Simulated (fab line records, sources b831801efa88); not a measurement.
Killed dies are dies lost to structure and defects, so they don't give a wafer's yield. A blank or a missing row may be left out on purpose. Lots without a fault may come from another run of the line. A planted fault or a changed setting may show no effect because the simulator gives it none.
A struck lot beside a sound one | flow sky130 | 18 steps out of a route of 708
Sound: wafers L199.3, L199.5, L199.6. Struck: wafers L195.3, L195.4, L195.6. The cause comes at the end.
At each step with rows: each side's tool, then ch and its chambers, then its first start. Under that, the readings that differ: sound wafers | struck wafers | difference of the means | sigmas: that difference in standard deviations of wafers without a fault.
alike: readings whose means differ by less than 2 such deviations, and words and numbers that are the same on both sides. not compared: withheld readings, readings that some wafer has no value for, bounds like >300 that may hide the same value, and numbers for which the record gives no deviation and whose values overlap.
The two part at a step that has a row with sigmas, a row that says differs or no value, or rows on one side only. Numbers that don't overlap but have no deviation are shown without sigmas and don't part them. A reading that every wafer of one side lacks parts them only if that side has two wafers or more.

first, 2 steps without rows for these wafers: SKY_GATE_OXIDE_CLEAN_00 (cleans in SC1/SC2, time 150 s); SKY_GATE_OXIDE_OXIDATION_01 (stabilise 600 s, purge 300 s, target thk 10.268 nm).
SKY_GATE_OXIDE_THK_MEAS_02:
  sound on film_metro-02, day 16 17:17; struck on film_metro-02, day 15 09:27
  alike: GATE_OXIDE_OXIDATION_00_THK
then, 7 steps without rows for these wafers: SKY_GATE_OXIDE_DEHYDRATE_03 (time 60 s); SKY_GATE_OXIDE_HMDS_04 (prime time 60 s); SKY_GATE_OXIDE_COAT_05 (resist thk 1140 nm); SKY_GATE_OXIDE_SOFTBAKE_06 (time 60 s); SKY_GATE_OXIDE_EXPOSE_07 (exposes mask LVOM, target cd 600 nm); SKY_GATE_OXIDE_PEB_08; SKY_GATE_OXIDE_DEVELOP_09 (develop time 60 s).
SKY_GATE_OXIDE_OVL_MEAS_10:
  sound on overlay-02, day 17 22:34; struck on overlay-01, day 16 12:44
  alike: GATE_OXIDE_OVL
then, 1 step without rows for these wafers: SKY_GATE_OXIDE_IMPLANT_11.
SKY_GATE_OXIDE_WET_ETCH_12: etches SiO2 in dHF, target depth 16.8 nm, time 336 s.
  sound on wet_bench-02 ch 3, day 17 22:44; struck on wet_bench-03 ch 0, day 16 12:55
  no value came back on the struck wafers for bath_heat_duty_pct (%), run_length_s (s), time_s (s); on the sound wafers bath_heat_duty_pct (%) reads 7.3 7.2 6.8
  reading                                    | sound             | struck          | difference | sigmas
  model.SiO2_of_FIELD_ISO_CVD_24.thk_nm (nm) | 363.1 363.3 364.3 | 382 382.5 383.1 | +19        |
SKY_GATE_OXIDE_STRIP_13: strips in O2/N2.
  sound on plasma_asher-04 ch 0,1, day 17 22:52; struck on plasma_asher-01 ch 0,1, day 16 13:02
  alike: drypump_motor_current_A, o2_flow_sccm, oes_product_au, strip_time_to_endpoint_s
  not compared: rf_hours_counter_h
SKY_GATE_OXIDE_TW_MEAS_14:
  sound on film_metro-01, day 17 22:58; struck on film_metro-03, day 16 13:08
  reading       | sound             | struck            | difference | sigmas
  GATE_OXIDE_TW | 228.5 228.3 227.6 | 222.1 222.7 223.9 | -5.2       | -2
SKY_GATE_OXIDE_CLEAN_15: cleans in SC1/SC2, time 150 s.
  sound on wet_bench-01 ch 1, day 17 23:00; struck on wet_bench-03 ch 2, day 16 13:10
  reading                                    | sound             | struck            | difference | sigmas
  model.SiO2_of_FIELD_ISO_CVD_24.thk_nm (nm) | 362.4 362.6 363.6 | 381.3 381.8 382.4 | +19.0      |
then, 1 step without rows for these wafers: SKY_GATE_OXIDE_OXIDATION_16 (stabilise 600 s, purge 300 s, target thk 3.57 nm).
-- the record jumps here: 31 days lie between the struck wafers' starts before and after (it left off in module GATE_OXIDE and takes up again in module PAD_OPEN, whose first step shown is number 708 of the route) --
SKY_PAD_OPEN_PROBE_99:
  sound on prober-01, day 48 15:48; struck on prober-01, day 47 14:46
  reading             | sound    | struck                                                               | difference                   | sigmas
  hold                | - - -    | await_dispo/1.2h/scrap await_dispo/1.2h/scrap await_dispo/1.2h/scrap | no value on the sound wafers |
  killed_at_front_end | 18 9 11  | 416 414 423                                                          | +405                         | +99
  killed_dies         | 94 63 79 | 492 492 492                                                          | +413                         | +43
  killed_on_rim       | 19 12 16 | 96 96 96                                                             | +80                          | +21
  alike: killed_at_M0_to_M3, killed_at_M4_up, killed_at_contacts, killed_at_other, killed_open, killed_short

WHERE THEY PART
First at SKY_GATE_OXIDE_WET_ETCH_12; last, within this record, at SKY_PAD_OPEN_PROBE_99.

WHY: what the simulator had put in
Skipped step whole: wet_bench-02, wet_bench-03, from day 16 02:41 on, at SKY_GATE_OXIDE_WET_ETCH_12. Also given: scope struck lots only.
